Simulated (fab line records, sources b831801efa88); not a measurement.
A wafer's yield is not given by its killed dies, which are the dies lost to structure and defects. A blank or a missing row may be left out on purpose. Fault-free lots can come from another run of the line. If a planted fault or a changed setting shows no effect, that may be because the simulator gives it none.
Matching of chambers -- flow gf180mcu -- GF_MIM_CVD_05 on pecvd-04 has 3 sister chambers
The step deposits Si3N4, target thk 42 nm, time 29.086 s. 3 wafers are shown with their chamber, then 7 later ones without.

== WAFERS PAIRED WITH THEIR CHAMBERS ==
wafer,chamber,heaterPowerW (W)
L766.6,1,707
L770.2,2,665
L770.3,0,540

== WAFERS WITH NO CHAMBER GIVEN ==
wafer,heaterPowerW (W)
L770.6,570
L772.3,595
L772.4,666
L772.5,661
L774.1,604
L774.2,584
L774.6,601

== WHICH CHAMBER EACH ONE RAN IN ==
wafer,from the rows above,in truth
L770.6,can't be placed: 0 or 2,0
L772.3,can't be placed: 0 or 2 or 1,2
L772.4,can't be placed: 2 or 1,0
L772.5,can't be placed: 2 or 1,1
L774.1,can't be placed: 2 or 0 or 1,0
L774.2,can't be placed: 0 or 2 or 1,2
L774.6,can't be placed: 0 or 2 or 1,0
Correct placement for 0 of the 7. Not placeable from these rows: 7 (in 6, the candidates include the true chamber). Wrongly placed: 0.
How it was worked out, from the rows above alone: a wafer's distance from a chamber is the root of the sum, over the readings, of the square of ((its reading less the chamber's mean) divided by the reading's scatter). The wafer belongs to the nearest chamber; if the next one is less than 2 further off, it can't be placed. Each chamber's mean is taken over the wafers shown for it. The scatter: with one shown wafer a chamber, the root of the mean of the squares of how far each hidden wafer lies from its nearest shown one.
